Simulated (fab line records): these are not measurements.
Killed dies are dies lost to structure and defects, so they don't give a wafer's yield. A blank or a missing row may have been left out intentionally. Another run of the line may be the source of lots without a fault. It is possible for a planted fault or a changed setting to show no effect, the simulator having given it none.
What tool caused it? | flow sky130 | 6 lots, 17 wafers sampled, at 1 step of a route of 708

WHAT THE GAUGES READ, wafer by wafer
SKY_VIA3_OVL_MEAS_13.
lot  | measured     | on         | VIA3_OVL (nm)
L388 | day 40 17:31 | overlay-01 | 13 11 14
L391 | day 41 08:40 | overlay-02 | 6 0 -1
L393 | day 42 02:08 | overlay-02 | 12 4 10
L396 | day 43 05:17 | overlay-02 | 6 -1 0
L400 | day 43 22:05 | overlay-02 | 9 11 8
L402 | day 44 10:07 | overlay-01 | -1 7

TOOL THAT RAN EACH LOT (tool first, then ch and the chambers of the sampled wafers, then the start)
Before these readings, the record contains no process step.

THE ANSWER, worked out from the rows above alone
Rule: the usual values come from the lots themselves. Put in order of their means at a reading, lots are off if they are a third of the lots or fewer, leave a main group of 4 or more, and stand apart from it by a gap of 3 or more times the standard deviation of the main group's means; of several such gaps the widest counts. A main group whose means are all the same, to the digits that the tables above print for the reading, isn't used. A lot without any number at a reading at which 4 lots or more have one is off too. Any other lot the step has rows for is counted as sound.
None of the lots is off at any reading shown; this tells nothing.

WHAT THE SIMULATOR PUT IN
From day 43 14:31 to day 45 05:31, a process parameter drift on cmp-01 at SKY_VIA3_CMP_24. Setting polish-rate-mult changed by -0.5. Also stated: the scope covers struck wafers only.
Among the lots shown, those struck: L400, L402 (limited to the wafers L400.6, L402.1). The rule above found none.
